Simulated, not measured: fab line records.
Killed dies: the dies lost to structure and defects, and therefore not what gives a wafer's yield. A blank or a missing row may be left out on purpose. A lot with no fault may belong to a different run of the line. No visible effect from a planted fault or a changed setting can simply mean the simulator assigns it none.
Problem report, 8D (eight disciplines) form, completed by code :: flow gf180mcu :: the parts of the form that need people (team, actions taken, sign-off) are left out

## 1. THE ISSUE
M1_ALCU_RS at GF_M1_RS_MEAS_05 reads a mean of 0.0401 ohm/sq on 1 wafer of 1 lot; wafers without a fault read 0.0698 ohm/sq with a standard deviation of 0.00066. That puts it -45 standard deviations away from the usual mean.
The step: measures by four-point-probe.
The first sign was on wafer L615.2 at day 21 10:38, on film metro-01. Wafers with a number at this step in the record: 33, from 11 lots. Rule for "out", or "out of limits": more than 4 standard deviations from the usual mean. All remaining wafers that have a number are taken as sound.

## 2. WHAT THIS IS AND IS NOT
question: which readings at this step
is: M1_ALCU_RS
is not: -

question: which lots
is: L615
is not: L601, L603, L604, L605, L606, L609, L610, L619, L623, L624

question: which wafers of those lots
is: L615.2
is not: L615.1, L615.4

question: read on which gauges
is: film metro-01
is not: film metro-02, film metro-04

question: when
is: from day 21 10:38
is not: up to then (23 sound wafers); but 9 sound wafers of L619, L623, L624 came after

## 3. WHAT RULES OUT EACH SUSPECT
Counting: if a tool at a process step up to the reading ran every lot that is out, it stays a suspect. Sound lots after the first of them don't rule it out here, since some wafers of a struck lot are sound.
- the gauge at GF_M1_RS_MEAS_05: kept. All the wafers that are out were read on film metro-01, and no step on other tools shows them out.
- cmp-02 at GF_CONTACT_CMP_04 (polishes SiO2): kept. L615, the lot that is out, went through it at day 20 08:43; up to then, the latest sound lot through it was L610 at day 19 01:46.
- pvd sputter-01 at GF_M1_SPUTTER_02 (material AlCu, target thk 450 nm, time 23.9 s): kept. L615, the lot that is out, went through it at day 21 10:32; up to then, the latest sound lot through it was L610 at day 20 03:53.
- At GF_CONTACT_CMP_04, inside cmp-02: chamber 0 took the wafers that are out, while their sound lot-mates went through chambers 1, 3.
cmp-02 at GF_CONTACT_CMP_04, pvd sputter-01 at GF_M1_SPUTTER_02 and film metro-01 at GF_M1_RS_MEAS_05 are what is left after counting.

## 4. THE CAUSE (what the simulator had put in)
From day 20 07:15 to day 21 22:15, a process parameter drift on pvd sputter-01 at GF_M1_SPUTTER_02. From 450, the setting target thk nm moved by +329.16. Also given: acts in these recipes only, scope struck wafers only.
This tool is one of the 3 suspects left after counting.

## 5. SEQUENCE OF EFFECTS, ordered by route
Each row: a reading where the mean over the struck wafers with a number is more than 3 standard deviations away from the usual. Readings are gone through only where the record gives a usual standard deviation; hours: the median, over the lots, of the time from a lot's start at the first step in this table giving one to that lot's start at this step; sigmas: the change measured in usual standard deviations.
hours: 0
step: GF_M1_RS_MEAS_05
reading: M1_ALCU_RS
usual: 0.0698 ohm/sq
on struck wafers: 0.0401
change: -0.0297
sigmas: -45

hours: 0
step: GF_M1_THK_MEAS_06
reading: M1_ALCU_THK
usual: 447 nm
on struck wafers: 780
change: +333
sigmas: +74

hours: 24
step: GF_M1_METAL_ETCH_16
reading: oes product au
usual: 0.969 a.u.
on struck wafers: 0.988
change: +0.019
sigmas: +3.5

hours: 24
step: GF_M1_METAL_ETCH_16
reading: throttle valve pct
usual: 28.251 %
on struck wafers: 28.217
change: -0.034
sigmas: -3.4
It contains these process steps:
- GF_M1_METAL_ETCH_16: etches the open film in Cl2/BCl3, stops on SiO2, target depth 627.5 nm, time 104.6 s.

## 6. HOW IT WOULD HAVE BEEN CAUGHT EARLIER
The first out-of-limits reading at a measuring or inspecting step in this record came at day 21 10:38, 27 hours after the fault's start at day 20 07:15.
Of the tool readings at GF_M1_SPUTTER_02 for which the record gives a usual standard deviation, none was out on any struck wafer, so an alarm limit of 4 standard deviations on them would not have fired.
All the lots that are out (1) had begun GF_M1_SPUTTER_02 on pvd sputter-01 by day 21 10:38. A hold on the tool at that time would have spared none of them.
